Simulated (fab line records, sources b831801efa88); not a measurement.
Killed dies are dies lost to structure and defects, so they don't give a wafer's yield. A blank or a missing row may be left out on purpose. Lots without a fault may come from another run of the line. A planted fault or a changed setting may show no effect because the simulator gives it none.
A struck lot beside a sound one | flow sky130 | 30 steps out of a route of 708
Sound: wafers L266.1, L266.2, L266.4. Struck: wafers L276.2, L276.4, L276.6. The cause comes at the end.
At each step with rows: each side's tool, then ch and its chambers, then its first start. Under that, the readings that differ: sound wafers | struck wafers | difference of the means | sigmas: that difference in standard deviations of wafers without a fault.
alike: readings whose means differ by less than 2 such deviations, and words and numbers that are the same on both sides. not compared: withheld readings, readings that some wafer has no value for, bounds like >300 that may hide the same value, and numbers for which the record gives no deviation and whose values overlap.
The two part at a step that has a row with sigmas, a row that says differs or no value, or rows on one side only. Numbers that don't overlap but have no deviation are shown without sigmas and don't part them. A reading that every wafer of one side lacks parts them only if that side has two wafers or more.

SKY_PWDE_STRIP_09: strips in O2/N2.
  sound on plasma_asher-02 ch 0,1, day 4 16:11; struck on plasma_asher-04 ch 0,1, day 6 18:56
  alike: drypump_motor_current_A, oes_product_au, strip_time_to_endpoint_s
  not compared: rf_hours_counter_h
SKY_PWDE_TW_MEAS_10:
  sound on film_metro-04, day 4 16:17; struck on film_metro-04, day 6 19:03
  alike: PWDE_TW
then, 7 steps without rows for these wafers: SKY_NWELL_DEHYDRATE_03 (time 60 s); SKY_NWELL_HMDS_04 (prime time 60 s); SKY_NWELL_COAT_05 (resist thk 3000 nm); SKY_NWELL_SOFTBAKE_06; SKY_NWELL_EXPOSE_07 (exposes mask NWM, target cd 840 nm); SKY_NWELL_PEB_08; SKY_NWELL_DEVELOP_09 (develop time 60 s).
SKY_NWELL_OVL_MEAS_10:
  sound on overlay-01, day 5 09:34; struck on overlay-01, day 7 14:38
  alike: NWELL_00_OVL
then, 2 steps without rows for these wafers: SKY_NWELL_IMPLANT_11; SKY_NWELL_IMPLANT_12.
SKY_NWELL_IMPLANT_13:
  sound on implanter-03 ch 0, day 5 09:55; struck on implanter-02 ch 0, day 7 14:59
  reading            | sound                         | struck                     | difference | sigmas
  dose_ions_cm2      | 6.991e+11 7.012e+11 7.005e+11 | 7.04e+10 7.08e+10 6.92e+10 | -6.30e+11  | -99 or more
  faraday_current_uA | 4.05 3.94 4.05                | 0.39 0.40 0.40             | -3.62      | -47
  alike: beam_energy_keV
SKY_NWELL_STRIP_14: strips in O2/N2.
  sound on plasma_asher-03 ch 0,1, day 5 10:04; struck on plasma_asher-01 ch 0,1, day 7 15:07
  reading                     | sound          | struck         | difference | sigmas
  drypump_motor_current_A (A) | 5.96 5.84 5.95 | 5.26 5.75 5.25 | -0.50      | -2
  alike: oes_product_au, strip_time_to_endpoint_s
  not compared: rf_hours_counter_h
SKY_NWELL_TW_MEAS_15:
  sound on film_metro-03, day 5 10:10; struck on film_metro-04, day 7 15:13
  alike: NWELL_TW
then, 7 steps without rows for these wafers: SKY_NWELL_DEHYDRATE_16 (time 60 s); SKY_NWELL_HMDS_17 (prime time 60 s); SKY_NWELL_COAT_18 (resist thk 3000 nm); SKY_NWELL_SOFTBAKE_19; SKY_NWELL_EXPOSE_20 (exposes mask NWM COMPLEMENT, target cd 840 nm); SKY_NWELL_PEB_21; SKY_NWELL_DEVELOP_22 (develop time 60 s).
SKY_NWELL_OVL_MEAS_23:
  sound on overlay-02, day 6 04:01; struck on overlay-02, day 8 11:44
  alike: NWELL_01_OVL
then, 1 step without rows for these wafers: SKY_NWELL_IMPLANT_24.
SKY_NWELL_STRIP_25: strips in O2/N2.
  sound on plasma_asher-01 ch 0,1, day 6 04:13; struck on plasma_asher-01 ch 0,1, day 8 11:55
  alike: drypump_motor_current_A, oes_product_au, strip_time_to_endpoint_s
  not compared: rf_hours_counter_h
SKY_NWELL_TW_MEAS_26:
  sound on film_metro-03, day 6 04:19; struck on film_metro-04, day 8 12:02
  alike: NWELL_2_TW
then, 1 step without rows for these wafers: SKY_NWELL_CLEAN_27 (cleans in SC1/SC2, time 150 s).
SKY_NWELL_RTA_28: time 30 s.
  sound on rtp_anneal-02 ch 0, day 6 04:25; struck on rtp_anneal-02 ch 0, day 8 12:09
  alike: lamp_power_pct, wafer_temp_C_max
SKY_NWELL_RS_MEAS_29: measures by four-point-probe.
  sound on film_metro-02, day 6 04:31; struck on film_metro-03, day 8 12:15
  reading           | sound             | struck            | difference | sigmas
  NWELL_RS (ohm/sq) | 621.3 623.2 624.2 | 645.5 646.2 646.9 | +23.3      | +12
-- the record jumps here: 40 days lie between the struck wafers' starts before and after (it left off in module NWELL and takes up again in module PAD_OPEN, whose first step shown is number 708 of the route) --
SKY_PAD_OPEN_PROBE_99:
  sound on prober-01, day 46 14:43; struck on prober-01, day 48 17:53
  reading                                | sound                         | struck                        | difference | sigmas
  model.etest.nfet_16v.r_on_ohm_um       | 1.431e+04 1.424e+04 1.414e+04 | 1.552e+04 1.566e+04 1.554e+04 | +1.343e+03 |
  model.etest.pfet_16v.r_on_ohm_um       | 1.561e+04 1.568e+04 1.549e+04 | 1.491e+04 1.46e+04 1.471e+04  | -8.533e+02 |
  model.etest.pfet_g5v0d10v5.r_on_ohm_um | 4752 4774 4759                | 4418 4380 4390                | -366       |
  model.etest.tip_p.rs_ohm_sq            | 6835 6884 6869                | 6685 6638 6657                | -203       |
  model.etest.tip_p_5v.rs_ohm_sq         | 2811 2821 2816                | 2712 2725 2725                | -95        |
  model.etest.pfet_g5v0d10v5.drive_ua_um | 341.3 341 341.1               | 376.5 374.9 375.9             | +34.6      |
  model.etest.pfet_01v8_lvt.drive_ua_um  | 178.8 176.1 176               | 194.8 195.8 196.1             | +18.6      |
  alike: killed_at_M0_to_M3, killed_at_M4_up, killed_at_contacts, killed_at_front_end, killed_at_other, killed_dies, killed_open, killed_short
  not compared: model.etest.pfet_01v8.r_on_ohm_um

WHERE THEY PART
First at SKY_NWELL_IMPLANT_13; last, within this record, at SKY_NWELL_RS_MEAS_29. Later steps at which nothing parts them and some readings are alike: SKY_PAD_OPEN_PROBE_99.

WHY: what the simulator had put in
Process parameter drift: implanter-02, from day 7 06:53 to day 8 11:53, at SKY_NWELL_IMPLANT_13. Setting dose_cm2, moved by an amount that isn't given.
